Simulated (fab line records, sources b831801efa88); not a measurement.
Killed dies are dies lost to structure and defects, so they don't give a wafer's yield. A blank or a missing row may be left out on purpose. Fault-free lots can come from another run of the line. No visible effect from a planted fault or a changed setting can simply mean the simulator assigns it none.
Which tool was responsible? -- flow gf180mcu -- 11 lots with 33 wafers sampled at 3 steps, on a route of 602 steps

WHAT THE GAUGES SHOWED, per wafer
GF_V4_RS_MEAS_24: the measuring method here is four-point-probe.
lot,measured,on,V4_W_RS (ohm/sq)
L264,day 24 05:59,film_metro-03,0.321 0.323 0.321
L265,day 24 16:43,film_metro-04,0.320 0.321 0.326
L266,day 25 02:15,film_metro-04,0.322 0.325 0.315
L267,day 25 11:01,film_metro-01,0.332 0.329 0.331
L270,day 26 09:33,film_metro-03,0.328 0.318 0.329
L271,day 26 19:19,film_metro-03,0.324 0.327 0.316
L276,day 28 11:58,film_metro-01,0.322 0.868 0.325
L279,day 29 09:39,film_metro-01,0.328 0.330 0.328
L280,day 29 11:53,film_metro-03,0.327 0.334 0.329
L282,day 30 03:39,film_metro-01,0.334 0.333 0.334
L285,day 30 18:31,film_metro-03,0.333 0.330 0.327

EACH LOT AND THE TOOL THAT RAN IT (in order: tool; ch and the chambers of the sampled wafers; start)
lot,GF_V3_CVD_23,GF_V4_CVD_23
L264,"cvd_w-02 ch 0,1, day 22 06:27","cvd_w-01 ch 1, day 24 05:52"
L265,"cvd_w-01 ch 0,1, day 22 17:28","cvd_w-01 ch 0,1, day 24 16:35"
L266,"cvd_w-01 ch 0, day 23 02:29","cvd_w-01 ch 0,1, day 25 02:08"
L267,"cvd_w-01 ch 0,1, day 23 11:26","cvd_w-02 ch 0,1, day 25 10:54"
L270,"cvd_w-01 ch 0, day 24 12:35","cvd_w-01 ch 0,1, day 26 09:26"
L271,"cvd_w-02 ch 0,1, day 24 23:17","cvd_w-01 ch 0,1, day 26 19:11"
L276,"cvd_w-02 ch 0,1, day 26 15:46","cvd_w-01 ch 0,1, day 28 11:52"
L279,"cvd_w-02 ch 0, day 27 14:51","cvd_w-02 ch 0,1, day 29 09:32"
L280,"cvd_w-01 ch 0,1, day 27 19:27","cvd_w-02 ch 0,1, day 29 11:46"
L282,"cvd_w-01 ch 0,1, day 28 10:22","cvd_w-02 ch 0, day 30 03:26"
L285,"cvd_w-01 ch 1, day 29 01:48","cvd_w-01 ch 0, day 30 18:24"
- GF_V3_CVD_23: deposits W, target thk 350 nm, time 104.9 s.
- GF_V4_CVD_23: deposits W, target thk 350 nm, time 104.9 s.

THE ANSWER, worked out from the rows above alone
Rule: what is usual is taken from the lots themselves. Put in order of their means at a reading, lots are off if they are a third of the lots or fewer, leave a main group of 4 or more, and stand apart from it by a gap of 3 or more times the standard deviation of the main group's means; of several such gaps the widest counts. Not used: any main group whose means are identical at the precision the tables above print for the reading. A lot without any number at a reading at which 4 lots or more have one is off too. The other lots that the step has rows for count as sound.
Off: at GF_V4_RS_MEAS_24 (V4_W_RS), L276. Main group: mean 0.327 ohm/sq, sd 0.0044.
A tool fits if, at a process step before that reading, it ran every lot that is off, and no sound lot after the first of them. The gauges at GF_V4_RS_MEAS_24 are tried like those tools. Not one of the candidates tried fits.

WHAT THE SIMULATOR PUT IN
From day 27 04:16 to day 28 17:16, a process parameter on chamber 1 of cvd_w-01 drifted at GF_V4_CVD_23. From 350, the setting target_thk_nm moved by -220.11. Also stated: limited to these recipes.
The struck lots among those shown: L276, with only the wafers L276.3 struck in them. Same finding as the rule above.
